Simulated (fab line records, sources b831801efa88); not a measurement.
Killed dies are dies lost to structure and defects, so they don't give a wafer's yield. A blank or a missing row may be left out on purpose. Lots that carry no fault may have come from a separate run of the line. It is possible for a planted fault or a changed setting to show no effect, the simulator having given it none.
fab line records :: flow sky130 :: part 2 of 2: steps 33 to 33 of 33
[record]
  lots = 6
  wafers = 18
  last_day = 50
route steps=708 shown LOCAL_INTERCONNECT@394 CONTACT@406 PAD_OPEN@708
lots that met no fault: from a run of the same line without faults
start_h: start of the lot's first displayed wafer, in hours after the record's first day :: wait_h: hours from the lot's prior step to this one :: " repeats the value in the row above :: L1.1+2: a single row standing in for several wafers :: - no value, or no start given :: * or withheld: withheld :: < > ~ a bound
route shown NAME@n: NAME is a module with steps in the file, n the number in the route of the first one :: usual: average and standard deviation across the fault-free wafers :: same: alike in all rows :: chamber/n: place in a boat :: sites: readings site by site :: _std_site: standard deviation of those values :: _edge_site: inner sites' mean taken away from outer sites' mean :: radius_mm: for every site, how far away it sits from the centre of the wafer :: mask NAME#n: copy n :: behind: the tool/chamber that last shaped the wafer :: hold: what put the lot on hold/how long, in hours/how the hold closed :: device: the n, p or np transistor that did not switch :: end of line: at the end of the route, the tests of the same wafers :: where a step has no rows: the recipe by itself :: killed: not the wafer's yield, but the dies lost to structure and defects at the first sort :: map: a wafer's dies, x killed, . not, _ none there
set.NAME: the setting as run; set.NAME@STEP: as run at that earlier step :: model.NAME: the simulator's own value behind a step, which no gauge read
certain route steps with their lots: each step a table, each wafer a row
services: the hour from which a tool's chamber was out of use, counted from the record's first day as start_h (under 0 if before that day), plus the number of hours and why
[[steps]]
[step SKY_PAD_OPEN_PROBE_99]
[usual]
  killed_at_M0_to_M3 = 43/7.2
  killed_at_M4_up = 3.5/2
  killed_at_contacts = 24/5.2
  killed_at_front_end = 15/4.4
  killed_at_other = 0.2/0.48
  killed_dies = 85/9.4
  killed_on_rim = 16/3.7
  killed_open = 46/7.3
  killed_short = 39/6.1
[same]
  gross_dies = 492
  killed_at_back_side = 0
lot.wafer: L294.1
tool: prober-02
chamber: -
start_h: 1102.22
wait_h: 0.1
killed_at_M0_to_M3: 43
killed_at_M4_up: 3
killed_at_contacts: 17
killed_at_front_end: 18
killed_at_other: 0
killed_dies: 81
killed_on_rim: 12
killed_open: 44
killed_short: 37

lot.wafer: L294.3
tool: prober-02
chamber: -
start_h: 1102.32
wait_h: 0.2
killed_at_M0_to_M3: 33
killed_at_M4_up: 5
killed_at_contacts: 26
killed_at_front_end: 7
killed_at_other: 0
killed_dies: 71
killed_on_rim: 12
killed_open: 43
killed_short: 28

lot.wafer: L294.4
tool: prober-02
chamber: -
start_h: 1102.37
wait_h: 0.2
killed_at_M0_to_M3: 53
killed_at_M4_up: 2
killed_at_contacts: 26
killed_at_front_end: 12
killed_at_other: 0
killed_dies: 93
killed_on_rim: 25
killed_open: 52
killed_short: 41

lot.wafer: L298.2
tool: prober-01
chamber: -
start_h: 1127.20
wait_h: 0.1
killed_at_M0_to_M3: 36
killed_at_M4_up: 4
killed_at_contacts: 28
killed_at_front_end: 11
killed_at_other: 0
killed_dies: 79
killed_on_rim: 18
killed_open: 47
killed_short: 32

lot.wafer: L298.3
tool: prober-01
chamber: -
start_h: 1127.25
wait_h: 0.2
killed_at_M0_to_M3: 42
killed_at_M4_up: 5
killed_at_contacts: 18
killed_at_front_end: 11
killed_at_other: 1
killed_dies: 77
killed_on_rim: 18
killed_open: 37
killed_short: 39

lot.wafer: L298.4
tool: prober-01
chamber: -
start_h: 1127.30
wait_h: 0.2
killed_at_M0_to_M3: 46
killed_at_M4_up: 3
killed_at_contacts: 18
killed_at_front_end: 14
killed_at_other: 0
killed_dies: 81
killed_on_rim: 20
killed_open: 45
killed_short: 36

lot.wafer: L301.2
tool: prober-02
chamber: -
start_h: 1127.20
wait_h: 0.1
killed_at_M0_to_M3: 48
killed_at_M4_up: 7
killed_at_contacts: 427
killed_at_front_end: 10
killed_at_other: 0
killed_dies: 492
killed_on_rim: 96
killed_open: 39
killed_short: 47

lot.wafer: L301.3
tool: prober-02
chamber: -
start_h: 1127.25
wait_h: 0.2
killed_at_M0_to_M3: 39
killed_at_M4_up: 3
killed_at_contacts: 438
killed_at_front_end: 12
killed_at_other: 0
killed_dies: 492
killed_on_rim: 96
killed_open: 43
killed_short: 30

lot.wafer: L301.5
tool: prober-02
chamber: -
start_h: 1127.35
wait_h: 0.2
killed_at_M0_to_M3: 28
killed_at_M4_up: 2
killed_at_contacts: 441
killed_at_front_end: 21
killed_at_other: 0
killed_dies: 492
killed_on_rim: 96
killed_open: 34
killed_short: 35

lot.wafer: L308.1
tool: prober-01
chamber: -
start_h: 1172.35
wait_h: 0.1
killed_at_M0_to_M3: 40
killed_at_M4_up: 0
killed_at_contacts: 442
killed_at_front_end: 10
killed_at_other: 0
killed_dies: 492
killed_on_rim: 96
killed_open: 41
killed_short: 31

lot.wafer: L308.3
tool: prober-01
chamber: -
start_h: 1172.45
wait_h: 0.2
killed_at_M0_to_M3: 38
killed_at_M4_up: 1
killed_at_contacts: 442
killed_at_front_end: 11
killed_at_other: 0
killed_dies: 492
killed_on_rim: 96
killed_open: 47
killed_short: 32

lot.wafer: L308.4
tool: prober-01
chamber: -
start_h: 1172.50
wait_h: 0.2
killed_at_M0_to_M3: 41
killed_at_M4_up: 2
killed_at_contacts: 437
killed_at_front_end: 12
killed_at_other: 0
killed_dies: 492
killed_on_rim: 96
killed_open: 41
killed_short: 40

lot.wafer: L311.2
tool: prober-01
chamber: -
start_h: 1189.89
wait_h: 0.1
killed_at_M0_to_M3: 35
killed_at_M4_up: 2
killed_at_contacts: 20
killed_at_front_end: 15
killed_at_other: 0
killed_dies: 72
killed_on_rim: 13
killed_open: 39
killed_short: 33

lot.wafer: L311.4
tool: prober-01
chamber: -
start_h: 1189.99
wait_h: 0.2
killed_at_M0_to_M3: 44
killed_at_M4_up: 0
killed_at_contacts: 29
killed_at_front_end: 18
killed_at_other: 0
killed_dies: 91
killed_on_rim: 19
killed_open: 59
killed_short: 32

lot.wafer: L311.6
tool: prober-01
chamber: -
start_h: 1190.09
wait_h: 0.2
killed_at_M0_to_M3: 35
killed_at_M4_up: 8
killed_at_contacts: 27
killed_at_front_end: 17
killed_at_other: 0
killed_dies: 87
killed_on_rim: 17
killed_open: 44
killed_short: 43

lot.wafer: L313.1
tool: prober-02
chamber: -
start_h: 1199.04
wait_h: 0.1
killed_at_M0_to_M3: 48
killed_at_M4_up: 2
killed_at_contacts: 25
killed_at_front_end: 22
killed_at_other: 0
killed_dies: 97
killed_on_rim: 18
killed_open: 48
killed_short: 49

lot.wafer: L313.4
tool: prober-02
chamber: -
start_h: 1199.19
wait_h: 0.2
killed_at_M0_to_M3: 51
killed_at_M4_up: 2
killed_at_contacts: 26
killed_at_front_end: 18
killed_at_other: 1
killed_dies: 98
killed_on_rim: 16
killed_open: 40
killed_short: 55

lot.wafer: L313.5
tool: prober-02
chamber: -
start_h: 1199.24
wait_h: 0.2
killed_at_M0_to_M3: 38
killed_at_M4_up: 1
killed_at_contacts: 17
killed_at_front_end: 17
killed_at_other: 0
killed_dies: 73
killed_on_rim: 15
killed_open: 39
killed_short: 34
// killed by level:class
L294.1 FIELD_ISO:geometric_particle:open=9 VIA3:geometric_particle:open=9 CONTACT:geometric_particle:open=7 VIA3:geometric_particle:short=7 METAL1:geometric_particle:short=6 VIA1:geometric_particle:open=6 LI_CONTACT:geometric_particle:open=5 VIA2:geometric_particle:open=4
L294.3 VIA1:geometric_particle:open=10 CONTACT:geometric_particle:open=9 LI_CONTACT:geometric_particle:open=6 CONTACT:geometric_particle:short=5 VIA1:geometric_particle:short=5 LI_CONTACT:geometric_particle:short=4 VIA3:geometric_particle:open=4 VIA2:geometric_particle:open=4
L294.4 VIA3:geometric_particle:open=10 VIA1:geometric_particle:open=10 CONTACT:geometric_particle:open=9 METAL1:geometric_particle:short=8 LI_CONTACT:geometric_particle:open=8 LOCAL_INTERCONNECT:geometric_particle:short=6 VIA2:geometric_particle:open=6 METAL3:geometric_particle:short=5
L298.2 VIA1:geometric_particle:open=10 CONTACT:geometric_particle:open=10 LI_CONTACT:geometric_particle:open=9 METAL2:geometric_particle:short=6 METAL1:geometric_particle:short=5 VIA2:geometric_particle:open=5 VIA3:geometric_particle:open=5 POLY_GATE:geometric_particle:open=4
L301.2 CONTACT:area_etch=406 VIA2:geometric_particle:open=12 METAL2:geometric_particle:short=9 VIA1:geometric_particle:open=7 CONTACT:geometric_particle:open=6 METAL4:geometric_particle:short=6 LOCAL_INTERCONNECT:geometric_particle:short=5 VIA1:geometric_particle:short=5
L298.3 VIA1:geometric_particle:open=8 METAL1:geometric_particle:short=8 CONTACT:geometric_particle:open=7 VIA1:geometric_particle:short=6 VIA2:geometric_particle:open=4 FIELD_ISO:geometric_particle:short=3 CONTACT:geometric_particle:short=3 METAL1:geometric_particle:open=3
L301.3 CONTACT:area_etch=419 VIA1:geometric_particle:open=12 CONTACT:geometric_particle:open=8 METAL1:geometric_particle:short=5 POLY_GATE:geometric_particle:open=4 METAL2:geometric_particle:short=4 LI_CONTACT:geometric_particle:open=4 VIA1:geometric_particle:short=4
L298.4 VIA1:geometric_particle:open=12 CONTACT:geometric_particle:open=9 VIA3:geometric_particle:open=8 METAL1:geometric_particle:short=5 VIA1:geometric_particle:short=5 METAL2:geometric_particle:short=5 LOCAL_INTERCONNECT:geometric_particle:short=4 VIA2:geometric_particle:open=4
L301.5 CONTACT:area_etch=423 CONTACT:geometric_particle:open=9 FIELD_ISO:geometric_particle:open=8 POLY_GATE:geometric_particle:short=6 CONTACT:geometric_particle:short=4 METAL1:geometric_particle:short=4 VIA1:geometric_particle:open=4 METAL2:geometric_particle:short=4
L308.1 CONTACT:area_etch=420 VIA3:geometric_particle:open=8 CONTACT:geometric_particle:open=7 VIA1:geometric_particle:open=7 LI_CONTACT:geometric_particle:open=6 CONTACT:geometric_particle:short=5 VIA2:geometric_particle:open=5 METAL1:geometric_particle:short=4
L308.3 CONTACT:area_etch=413 LI_CONTACT:geometric_particle:open=10 VIA1:geometric_particle:open=10 CONTACT:geometric_particle:open=7 CONTACT:geometric_particle:short=6 LOCAL_INTERCONNECT:geometric_particle:short=5 METAL2:geometric_particle:short=5 VIA2:geometric_particle:open=5
L308.4 CONTACT:area_etch=411 VIA1:geometric_particle:open=8 LI_CONTACT:geometric_particle:open=7 METAL2:geometric_particle:short=6 FIELD_ISO:geometric_particle:short=5 LI_CONTACT:geometric_particle:short=5 VIA2:geometric_particle:short=5 CONTACT:geometric_particle:open=5
L311.2 VIA1:geometric_particle:open=7 LI_CONTACT:geometric_particle:open=6 VIA2:geometric_particle:open=6 FIELD_ISO:geometric_particle:open=5 CONTACT:geometric_particle:short=5 CONTACT:geometric_particle:open=5 METAL2:geometric_particle:short=5 FIELD_ISO:geometric_particle:short=4
L311.4 CONTACT:geometric_particle:open=11 VIA2:geometric_particle:open=9 VIA1:geometric_particle:open=9 VIA3:geometric_particle:open=8 FIELD_ISO:geometric_particle:open=6 LI_CONTACT:geometric_particle:open=6 FIELD_ISO:geometric_particle:short=5 METAL2:geometric_particle:short=5
L311.6 CONTACT:geometric_particle:open=9 VIA3:geometric_particle:open=8 LI_CONTACT:geometric_particle:open=8 POLY_GATE:geometric_particle:short=7 CONTACT:geometric_particle:short=7 VIA1:geometric_particle:open=6 METAL4:geometric_particle:short=6 FIELD_ISO:geometric_particle:open=4
L313.1 POLY_GATE:geometric_particle:short=9 CONTACT:geometric_particle:short=9 VIA1:geometric_particle:open=9 CONTACT:geometric_particle:open=8 METAL2:geometric_particle:short=8 VIA1:geometric_particle:short=7 VIA2:geometric_particle:open=6 VIA3:geometric_particle:open=6
L313.4 VIA1:geometric_particle:open=8 VIA3:geometric_particle:open=8 CONTACT:geometric_particle:short=7 METAL1:geometric_particle:short=7 LI_CONTACT:geometric_particle:open=6 VIA2:geometric_particle:short=6 CONTACT:geometric_particle:open=6 VIA2:geometric_particle:open=6
L313.5 VIA2:geometric_particle:open=8 CONTACT:geometric_particle:open=7 POLY_GATE:geometric_particle:short=6 METAL2:geometric_particle:short=5 VIA1:geometric_particle:open=5 VIA3:geometric_particle:open=5 CONTACT:geometric_particle:short=4 METAL3:geometric_particle:short=4
// map L301.2 (x killed, . not)
__________xxxxxxxxxx_________
________xxxxxxxxxxxxxx_______
______xxxxxxxxxxxxxxxxxx_____
_____xxxxxxxxxxxxxxxxxxxx____
____xxxxxxxxxxxxxxxxxxxxxx___
___xxxxxxxxxxxxxxxxxxxxxxxx__
__xxxxxxxxxxxxxxxxxxxxxxxxxx_
_xxxxxxxxxxxxxxxxxxxxxxxxxxxx
_xxxxxxxxxxxxxxxxxxxxxxxxxxxx
_xxxxxxxxxxxxxxxxxxxxxxxxxxxx
_xxxxxxxxxxxxxxxxxxxxxxxxxxxx
_xxxxxxxxxxxxxxxxxxxxxxxxxxxx
_xxxxxxxxxxxxxxxxxxxxxxxxxxxx
_xxxxxxxxxxxxxxxxxxxxxxxxxxxx
_xxxxxxxxxxxxxxxxxxxxxxxxxxxx
__xxxxxxxxxxxxxxxxxxxxxxxxxx_
___xxxxxxxxxxxxxxxxxxxxxxxx__
____xxxxxxxxxxxxxxxxxxxxxx___
_____xxxxxxxxxxxxxxxxxxxx____
______xxxxxxxxxxxxxxxxxx_____
________xxxxxxxxxxxxxx_______
__________xxxxxxxxxx_________
// map L308.1 (x killed, . not)
__________xxxxxxxxxx_________
________xxxxxxxxxxxxxx_______
______xxxxxxxxxxxxxxxxxx_____
_____xxxxxxxxxxxxxxxxxxxx____
____xxxxxxxxxxxxxxxxxxxxxx___
___xxxxxxxxxxxxxxxxxxxxxxxx__
__xxxxxxxxxxxxxxxxxxxxxxxxxx_
_xxxxxxxxxxxxxxxxxxxxxxxxxxxx
_xxxxxxxxxxxxxxxxxxxxxxxxxxxx
_xxxxxxxxxxxxxxxxxxxxxxxxxxxx
_xxxxxxxxxxxxxxxxxxxxxxxxxxxx
_xxxxxxxxxxxxxxxxxxxxxxxxxxxx
_xxxxxxxxxxxxxxxxxxxxxxxxxxxx
_xxxxxxxxxxxxxxxxxxxxxxxxxxxx
_xxxxxxxxxxxxxxxxxxxxxxxxxxxx
__xxxxxxxxxxxxxxxxxxxxxxxxxx_
___xxxxxxxxxxxxxxxxxxxxxxxx__
____xxxxxxxxxxxxxxxxxxxxxx___
_____xxxxxxxxxxxxxxxxxxxx____
______xxxxxxxxxxxxxxxxxx_____
________xxxxxxxxxxxxxx_______
__________xxxxxxxxxx_________
[[services]]
tool: pecvd-03
chamber: 0
start_h: 721.35
hours: 21.2
kind: repair

tool: rie_metal-02
chamber: 0
start_h: 728.06
hours: 1.8
kind: repair

tool: rie_diel-03
chamber: 2
start_h: 728.26
hours: 7.5
kind: repair

tool: plasma_asher-01
chamber: -
start_h: 733.02
hours: 1.4
kind: repair

tool: cmp-01
chamber: -
start_h: 733.07
hours: 4.1
kind: pm

tool: rie_metal-02
chamber: 0
start_h: 733.98
hours: 1.9
kind: repair

tool: plasma_asher-01
chamber: -
start_h: 734.38
hours: 9.0
kind: pm

tool: cmp-01
chamber: -
start_h: 742.47
hours: 1.5
kind: repair

tool: pecvd-03
chamber: -
start_h: 744.33
hours: 28.1
kind: pm

tool: rie_diel-04
chamber: 1
start_h: 744.40
hours: 9.1
kind: repair

tool: cmp-01
chamber: -
start_h: 751.26
hours: 8.9
kind: pm

tool: cmp-01
chamber: -
start_h: 760.17
hours: 4.5
kind: pm

tool: rie_metal-02
chamber: 1
start_h: 761.79
hours: 11.8
kind: repair

tool: pecvd-01
chamber: 0
start_h: 797.81
hours: 14.7
kind: repair

tool: plasma_asher-02
chamber: -
start_h: 802.34
hours: 1.6
kind: repair

tool: rie_diel-04
chamber: 1
start_h: 807.96
hours: 1.3
kind: repair

tool: pecvd-03
chamber: 2
start_h: 824.65
hours: 28.2
kind: repair

tool: pecvd-03
chamber: -
start_h: 836.51
hours: 6.0
kind: pm

tool: rie_diel-04
chamber: 2
start_h: 846.26
hours: 4.9
kind: repair

tool: plasma_asher-01
chamber: -
start_h: 846.42
hours: 2.8
kind: pm

tool: rie_diel-04
chamber: -
start_h: 849.29
hours: 0.1
kind: repair

tool: pecvd-01
chamber: -
start_h: 861.00
hours: 2.8
kind: repair

tool: plasma_asher-04
chamber: -
start_h: 890.24
hours: 4.4
kind: repair

tool: rie_diel-02
chamber: 3
start_h: 892.39
hours: 8.7
kind: repair
[[key]]
[first_sign]
  step = SKY_CONTACT_CVD_00
  reading = visit
  direction = added
[effect]
  step = SKY_CONTACT_THK_MEAS_01
  reading = CONTACT_CVD_00_THK
  direction = up
  sigmas = 89
  usual = 75.0
  struck = 150.4
[effect]
  step = SKY_CONTACT_ETCH_18
  reading = oes_product_au
  direction = up
  sigmas = 20
  usual = 0.854
  struck = 1.000
[effect]
  step = SKY_PAD_OPEN_PROBE_99
  reading = killed_at_contacts
  direction = up
  sigmas = 80
  usual = 24
  struck = 438
[model_effect]
  step = SKY_CONTACT_ETCH_18
  value = etch.depth_nm
  without = 75.36
  struck = 97.29
[more_kills_born_at]
  SKY_CONTACT_ETCH_18@rie_diel-02 = 1248
  SKY_CONTACT_ETCH_18@rie_diel-04 = 1244
met_at SKY_CONTACT_CVD_00
struck_wafers L301.2,L301.3,L301.5,L308.1,L308.3,L308.4
later_rows_left_out L301.2,L301.3,L301.5,L308.1,L308.3,L308.4
tester_left_out L301,L308
[fault]
  kind = repeated_step_whole
  tool = pecvd-01,pecvd-03,pecvd-04
  chamber = -
  onset_h = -
  steps = SKY_CONTACT_CVD_00
  times = 1
  scope = struck_lots_only
// tester_left_out: of these lots the tester's yield and bins aren't shown, on N5 and GAA mostly nor the transistor test; their killed dies are dies lost to structure and defects alone, not to doping, threshold or leakage, so they don't give the yield
// later_rows_left_out: the simulator's readings of these wafers behind a module that went badly wrong aren't trusted and aren't shown, but for the sort
